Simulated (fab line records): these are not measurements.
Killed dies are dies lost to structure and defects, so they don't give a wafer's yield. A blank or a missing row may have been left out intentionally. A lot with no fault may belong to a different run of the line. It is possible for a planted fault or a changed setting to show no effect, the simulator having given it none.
Chamber matching    flow sfqLine    rieDiel-02 running SFQ_TRILAYER_I5_ETCH_VIA_ETCH_147: 4 sister chambers
The step etches the open film in CHF3, stops on Nb, target depth 360 nm. 8 wafers are shown with their chamber, then 7 later ones without.

## WAFERS, EACH WITH ITS CHAMBER
wafer   chamber  drypumpMotorCurrentA (A)  oesProductAu (a.u.)
L362.1  2        4.7                       0.985
L362.3  0        6.0                       0.991
L362.4  1        6.0                       0.988
L365.3  3        6.1                       0.990
L365.4  1        6.0                       0.984
L365.6  2        4.7                       0.994
L368.2  3        6.2                       0.984
L368.3  0        5.9                       0.996

## WAFERS WITH NO CHAMBER GIVEN
wafer   drypumpMotorCurrentA (A)  oesProductAu (a.u.)
L368.4  4.7                       0.970
L369.2  6.2                       0.982
L369.4  4.7                       0.985
L369.6  4.7                       0.978
L370.2  6.0                       0.981
L370.3  4.7                       0.974
L370.4  6.1                       0.985

## THE CHAMBER EACH PASSED THROUGH
wafer   from the rows above      in truth
L368.4  2                        2
L369.2  3                        3
L369.4  2                        2
L369.6  2                        2
L370.2  can't be placed: 1 or 0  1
L370.3  2                        2
L370.4  can't be placed: 3 or 1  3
Correct placement for 5 of the 7. Not placeable from these rows: 2 (in 2, the candidates include the true chamber). 0 placed wrongly.
How it was worked out, from the rows above alone: a wafer's distance from a chamber is the root of the sum, over the readings, of the square of ((its reading less the chamber's mean) divided by the reading's scatter). The wafer belongs to the nearest chamber; if the next one is less than 2 further off, it can't be placed. Each chamber's mean is taken over the wafers shown for it. The scatter: take each reading less its chamber's mean, square it, sum over the shown wafers, divide by the number of wafers less the number of chambers, and take the root.
